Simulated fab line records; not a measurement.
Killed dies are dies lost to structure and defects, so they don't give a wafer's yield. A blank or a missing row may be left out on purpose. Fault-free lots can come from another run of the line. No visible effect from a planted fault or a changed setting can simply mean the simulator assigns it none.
The tool behind it: which one? | flow sky130 | 42 wafers from 14 lots sampled at 2 of the route's 708 steps

## WHAT EACH GAUGE READ, for each wafer
The record holds no reading of a measuring or inspecting step that can be judged against a usual standard deviation.

## WHICH TOOL RAN EACH LOT (tool, then ch and the chambers of the sampled wafers, then the start)
lot  | SKY_VIA2_ETCH_15                  | SKY_VIA2_STRIP_16
L540 | rieDiel-03 ch 1,3, day 37 19:21   | plasmaAsher-04 ch 0, day 37 19:25
L542 | rieDiel-03 ch 0,2, day 38 06:37   | plasmaAsher-04 ch 0,1, day 38 06:43
L541 | rieDiel-03 ch 0,1,3, day 38 08:22 | plasmaAsher-01 ch 0, day 38 08:25
L543 | rieDiel-01 ch 1,2, day 38 16:10   | plasmaAsher-01 ch 0,1, day 38 16:13
L545 | rieDiel-01 ch 0,1,2, day 39 06:18 | plasmaAsher-03 ch 0,1, day 39 06:24
L546 | rieDiel-04 ch 1,2,3, day 39 15:01 | plasmaAsher-04 ch 0,1, day 39 15:05
L547 | rieDiel-04 ch 0,2,3, day 39 22:57 | plasmaAsher-04 ch 0,1, day 39 23:01
L548 | rieDiel-03 ch 1,3, day 40 15:11   | plasmaAsher-03 ch 0,1, day 40 15:17
L550 | rieDiel-03 ch 1,2,3, day 41 01:36 | plasmaAsher-03 ch 0,1, day 41 01:40
L553 | rieDiel-03 ch 1,2, day 41 23:59   | plasmaAsher-04 ch 0,1, day 42 00:05
L554 | rieDiel-03 ch 0,1,3, day 42 12:45 | plasmaAsher-04 ch 0,1, day 42 12:49
L555 | rieDiel-03 ch 1,2,3, day 42 20:27 | plasmaAsher-04 ch 1, day 42 20:31
L556 | rieDiel-01 ch 0,2,3, day 42 21:15 | plasmaAsher-03 ch 0,1, day 42 21:19
L559 | rieDiel-01 ch 1,2,3, day 43 14:44 | plasmaAsher-03 ch 0,1, day 43 14:49
- SKY_VIA2_ETCH_15: etches SiO2 in C4F8/O2/Ar, stops on TiN, target depth 546 nm, time 84 s.
- SKY_VIA2_STRIP_16: strips in O2/N2.

## WHAT THE TOOLS THEMSELVES READ (means of the sampled wafers that have a number; where no wafer has one, the mark that the record gives instead)
SKY_VIA2_ETCH_15. Usual: oesProductAu 0.940 a.u., standard deviation 0.0044; rfFwdPowerW 1491 W, standard deviation 5.2.
lot  | tool       | oesProductAu (a.u.) | rfFwdPowerW (W) | flag
L540 | rieDiel-03 | 0.940               | 1486            | 
L542 | rieDiel-03 | 0.936               | 1492            | 
L541 | rieDiel-03 | 0.940               | 1490            | 
L543 | rieDiel-01 | 0.938               | 1495            | 
L545 | rieDiel-01 | 0.939               | 1489            | 
L546 | rieDiel-04 | 0.940               | 1491            | 
L547 | rieDiel-04 | 0.936               | 1491            | 
L548 | rieDiel-03 | 0.938               | 1491            | 
L550 | rieDiel-03 | 0.937               | 1490            | 
L553 | rieDiel-03 | 0.937               | 1729            | OFF
L554 | rieDiel-03 | 0.939               | 1734            | OFF
L555 | rieDiel-03 | 0.942               | 1726            | OFF
L556 | rieDiel-01 | 0.940               | 1493            | 
L559 | rieDiel-01 | 0.941               | 1494            | 

SKY_VIA2_STRIP_16. Usual: drypumpMotorCurrentA 6.0 A, standard deviation 0.37; oesProductAu 0.399 a.u., standard deviation 0.0046; stripTimeToEndpointS 4.05 s, standard deviation 0.03.
lot  | tool           | drypumpMotorCurrentA (A) | oesProductAu (a.u.) | stripTimeToEndpointS (s) | flag
L540 | plasmaAsher-04 | 5.9                      | 0.401               | 4.07                     | 
L542 | plasmaAsher-04 | 6.3                      | 0.399               | 4.07                     | 
L541 | plasmaAsher-01 | 5.4                      | 0.403               | 4.06                     | 
L543 | plasmaAsher-01 | 5.7                      | 0.403               | 4.03                     | 
L545 | plasmaAsher-03 | 6.0                      | 0.401               | 4.01                     | 
L546 | plasmaAsher-04 | 6.3                      | 0.400               | 4.07                     | 
L547 | plasmaAsher-04 | 6.3                      | 0.394               | 4.03                     | 
L548 | plasmaAsher-03 | 5.8                      | 0.402               | 4.07                     | 
L550 | plasmaAsher-03 | 5.8                      | 0.401               | 4.05                     | 
L553 | plasmaAsher-04 | 6.3                      | 0.394               | 3.94                     | OFF
L554 | plasmaAsher-04 | 6.3                      | 0.393               | 3.96                     | 
L555 | plasmaAsher-04 | 6.5                      | 0.392               | 3.99                     | 
L556 | plasmaAsher-03 | 5.8                      | 0.395               | 4.04                     | 
L559 | plasmaAsher-03 | 6.0                      | 0.402               | 4.07                     | 

## THE ANSWER, worked out from the rows above alone
Rule: a lot is off if the mean of its wafers that have a number lies more than 3 standard deviations from the usual mean. A lot without any number at a reading at which 4 lots or more have one is off too. Any other lot the step has rows for is counted as sound. Order of review: gauges by route order, followed by the tools' own readings, for which a lot's mean as printed above is used. The first step at which some lot is off is used, and at that step the reading that is off furthest; a lot without a number counts as furthest.
Off: L553, L554, L555 (SKY_VIA2_ETCH_15, rfFwdPowerW).
A tool fits if, at that step or a process step before it, it ran every lot that is off, and no sound lot after the first of them. One fits: rieDiel-03 at SKY_VIA2_ETCH_15. A fault onset in the window from L550 (day 41 01:36, its last sound lot) to L553 (day 41 23:59, its first lot off) fits.
On the lots that are off, the tool's own readings at SKY_VIA2_ETCH_15 differ by more than 5 times the standard deviation of the sound lots' means, which bears it out; rfFwdPowerW reads 1730 W there versus 1491 W on the sound lots.

## WHAT WAS PUT IN BY THE SIMULATOR
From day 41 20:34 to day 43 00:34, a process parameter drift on rieDiel-03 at SKY_VIA2_ETCH_15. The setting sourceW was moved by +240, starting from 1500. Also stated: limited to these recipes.
Shown lots that were struck: L553, L554, L555. Same finding as the rule above.
